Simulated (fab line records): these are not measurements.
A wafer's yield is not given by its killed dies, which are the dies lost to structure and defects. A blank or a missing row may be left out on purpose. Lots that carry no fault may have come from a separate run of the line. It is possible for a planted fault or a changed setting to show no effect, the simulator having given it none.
What tool caused it? :: flow sky130 :: 11 lots with 33 wafers sampled at 2 steps, on a route of 708 steps

WHAT THE GAUGES READ, wafer by wafer
SKY_VT_ADJUST_HVTR_OVL_MEAS_08. Usual: VT_ADJUST_HVTR_OVL gives 0.1 nm (standard deviation 1.4).
lot: L591
measured: day 9 08:56
on: overlay-01
VT_ADJUST_HVTR_OVL (nm): -0.1 -0.8 1.2
flag: 

lot: L592
measured: day 9 20:38
on: overlay-02
VT_ADJUST_HVTR_OVL (nm): -0.8 -0.3 -0.2
flag: 

lot: L593
measured: day 9 21:49
on: overlay-02
VT_ADJUST_HVTR_OVL (nm): -1.4 0.0 1.1
flag: 

lot: L594
measured: day 10 05:20
on: overlay-02
VT_ADJUST_HVTR_OVL (nm): 0.4 0.9 -0.5
flag: 

lot: L595
measured: day 10 17:11
on: overlay-01
VT_ADJUST_HVTR_OVL (nm): 2.5 4.1 4.2
flag: 

lot: L604
measured: day 13 17:16
on: overlay-01
VT_ADJUST_HVTR_OVL (nm): 167.0 168.3 168.2
flag: OFF

lot: L605
measured: day 13 17:35
on: overlay-02
VT_ADJUST_HVTR_OVL (nm): 169.0 167.7 168.6
flag: OFF

lot: L606
measured: day 13 23:53
on: overlay-01
VT_ADJUST_HVTR_OVL (nm): 0.8 -0.1 0.8
flag: 

lot: L610
measured: day 15 20:40
on: overlay-01
VT_ADJUST_HVTR_OVL (nm): 0.7 -0.1 -2.2
flag: 

lot: L613
measured: day 16 09:29
on: overlay-02
VT_ADJUST_HVTR_OVL (nm): 2.2 0.4 1.9
flag: 

lot: L614
measured: day 16 19:05
on: overlay-02
VT_ADJUST_HVTR_OVL (nm): 0.0 0.8 -0.5
flag: 

WHAT TOOL EACH LOT RAN ON (gives the tool, then ch and the chambers of the sampled wafers, and finally the start)
lot: L591
SKY_VT_ADJUST_HVTR_EXPOSE_04: iline_stepper-02 ch 0, day 8 22:33

lot: L592
SKY_VT_ADJUST_HVTR_EXPOSE_04: iline_stepper-01 ch 0, day 9 09:29

lot: L593
SKY_VT_ADJUST_HVTR_EXPOSE_04: iline_stepper-01 ch 0, day 9 11:09

lot: L594
SKY_VT_ADJUST_HVTR_EXPOSE_04: iline_stepper-02 ch 0, day 9 17:56

lot: L595
SKY_VT_ADJUST_HVTR_EXPOSE_04: iline_stepper-02 ch 0, day 10 06:29

lot: L604
SKY_VT_ADJUST_HVTR_EXPOSE_04: iline_stepper-01 ch 0, day 13 04:20

lot: L605
SKY_VT_ADJUST_HVTR_EXPOSE_04: iline_stepper-01 ch 0, day 13 04:28

lot: L606
SKY_VT_ADJUST_HVTR_EXPOSE_04: iline_stepper-02 ch 0, day 13 11:26

lot: L610
SKY_VT_ADJUST_HVTR_EXPOSE_04: iline_stepper-02 ch 0, day 15 06:35

lot: L613
SKY_VT_ADJUST_HVTR_EXPOSE_04: iline_stepper-02 ch 0, day 15 20:24

lot: L614
SKY_VT_ADJUST_HVTR_EXPOSE_04: iline_stepper-02 ch 0, day 16 04:52
- SKY_VT_ADJUST_HVTR_EXPOSE_04: exposes mask HVTRM, target cd 380 nm.

AS READ BY THE TOOLS THEMSELVES (means over the sampled wafers that have a number; for cases with no such wafer, the mark the record gives instead)
SKY_VT_ADJUST_HVTR_EXPOSE_04. Usual: stage_vel_mm_s 500.02 mm/s, standard deviation 0.25.
lot: L591
tool: iline_stepper-02
stage_vel_mm_s (mm/s): 499.71
flag: 

lot: L592
tool: iline_stepper-01
stage_vel_mm_s (mm/s): 500.33
flag: 

lot: L593
tool: iline_stepper-01
stage_vel_mm_s (mm/s): 500.01
flag: 

lot: L594
tool: iline_stepper-02
stage_vel_mm_s (mm/s): 500.15
flag: 

lot: L595
tool: iline_stepper-02
stage_vel_mm_s (mm/s): 500.25
flag: 

lot: L604
tool: iline_stepper-01
stage_vel_mm_s (mm/s): 499.92
flag: 

lot: L605
tool: iline_stepper-01
stage_vel_mm_s (mm/s): 499.39
flag: 

lot: L606
tool: iline_stepper-02
stage_vel_mm_s (mm/s): 500.20
flag: 

lot: L610
tool: iline_stepper-02
stage_vel_mm_s (mm/s): 499.94
flag: 

lot: L613
tool: iline_stepper-02
stage_vel_mm_s (mm/s): 500.04
flag: 

lot: L614
tool: iline_stepper-02
stage_vel_mm_s (mm/s): 500.10
flag: 

THE ANSWER, worked out from the rows above alone
Rule: a lot is off if the mean of its wafers that have a number lies more than 3 standard deviations from the usual mean. A lot without any number at a reading at which 4 lots or more have one is off too. Any other lot the step has rows for is counted as sound. After the gauges, taken in route order, come the tools' own readings; for these a lot's mean is taken, as printed above. The first step at which some lot is off is used, and at that step the reading that is off furthest; a lot without a number counts as furthest.
Off: L604, L605, at SKY_VT_ADJUST_HVTR_OVL_MEAS_08 (VT_ADJUST_HVTR_OVL).
If a tool, at a process step before that reading, ran all the lots that are off and no sound lot after the first of them, it fits. Those tools and the gauges at SKY_VT_ADJUST_HVTR_OVL_MEAS_08 are tried in the same way. One fits: iline_stepper-01 at SKY_VT_ADJUST_HVTR_EXPOSE_04. Its last sound lot is L593 (day 9 11:09), its first lot that is off L604 (day 13 04:20): a fault that began between those two fits.

WHAT HAD BEEN PUT IN BY THE SIMULATOR
Scanner matching overlay: iline_stepper-01, from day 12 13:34 on, at SKY_VT_ADJUST_HVTR_EXPOSE_04. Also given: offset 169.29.
Lots struck among those shown: L604, L605. The rule above found the same.
